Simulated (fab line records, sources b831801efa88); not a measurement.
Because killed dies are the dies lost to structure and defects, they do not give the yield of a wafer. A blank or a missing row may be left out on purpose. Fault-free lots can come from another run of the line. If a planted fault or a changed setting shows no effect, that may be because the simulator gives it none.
A single fault, viewed from 2 desks -- flow sfq line -- each desk has only its own numbers; what lay behind them comes last

## THE TOOL OWNER'S DESK: rie metal-04
The tool's own readings at SFQ_TRILAYER_M4_BARC_OPEN_METAL_ETCH_123 (etches BARC in O2, target depth 125 nm, time 41.7 s): means of the sampled wafers that have a number, for each lot that ran on this tool. Marked OUT: a lot whose mean sits more than 4 standard deviations from the usual mean, which makes it out of limits; the brackets give that distance.
Columns: A = drypump motor current A at SFQ_TRILAYER_M4_BARC_OPEN_METAL_ETCH_123, usual 5.5 A; B = he backside leak sccm at SFQ_TRILAYER_M4_BARC_OPEN_METAL_ETCH_123, usual 3.49 sccm; C = oes product au at SFQ_TRILAYER_M4_BARC_OPEN_METAL_ETCH_123, usual 0.685 a.u.; D = run length s at SFQ_TRILAYER_M4_BARC_OPEN_METAL_ETCH_123, usual 69.98 s
lot,first seen here,A,B,C,D
L874,day 37 04:46,5.0,3.50,0.682,70.33
L876,day 37 15:29,5.0,3.28,0.684,70.20
L880,day 38 10:40,5.0,3.50,0.667,72.12 (+7.7) OUT
L882,day 39 02:16,5.0,3.42,0.671,72.12 (+7.6) OUT
This desk finds L880, L882 out of limits, L880 being first, at day 38 10:40 (run length s at SFQ_TRILAYER_M4_BARC_OPEN_METAL_ETCH_123). L874, L876 stayed within limits.

## THE METROLOGY DESK
What the gauges read for every lot (on any tool): the sampled wafers with a number, averaged. Marked OUT: a lot whose mean sits more than 4 standard deviations from the usual mean, which makes it out of limits; the brackets give that distance.
Columns: A = M1_OVL at SFQ_M1_OVL_MEAS_911, usual 1 nm
lot,first seen here,A
L869,day 12 19:16,4
L871,day 13 06:49,3
L873,day 14 02:02,-2
L874,day 14 10:25,4
L875,day 14 21:13,-1
L876,day 15 05:38,7
L880,day 16 05:37,-2
L882,day 17 06:02,1
L883,day 17 07:14,-8
L885,day 17 19:16,3
L888,day 19 01:22,2
L889,day 19 16:44,6
L890,day 19 19:08,1
L891,day 19 22:44,4
This desk found nothing out of limits on any of the 14 lots.

## ALL TOGETHER
The tool owner's desk had the chance to raise an alarm at day 38 10:40 on L880, L882.
Metrology desk: nothing out of limits seen.
The metrology desk holds a record of L880, L882, inside its limits.
The lots listed all ran SFQ_TRILAYER_M4_BARC_OPEN_METAL_ETCH_123 on rie metal-04.

## WHAT WAS PUT IN BY THE SIMULATOR
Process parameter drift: rie metal-04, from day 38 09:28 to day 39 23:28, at SFQ_TRILAYER_M4_BARC_OPEN_METAL_ETCH_123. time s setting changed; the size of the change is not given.
Shown lots that were struck: L880, L882.
Each desk's first reading out of limits, in hours after the fault started: the tool owner's desk, 1.
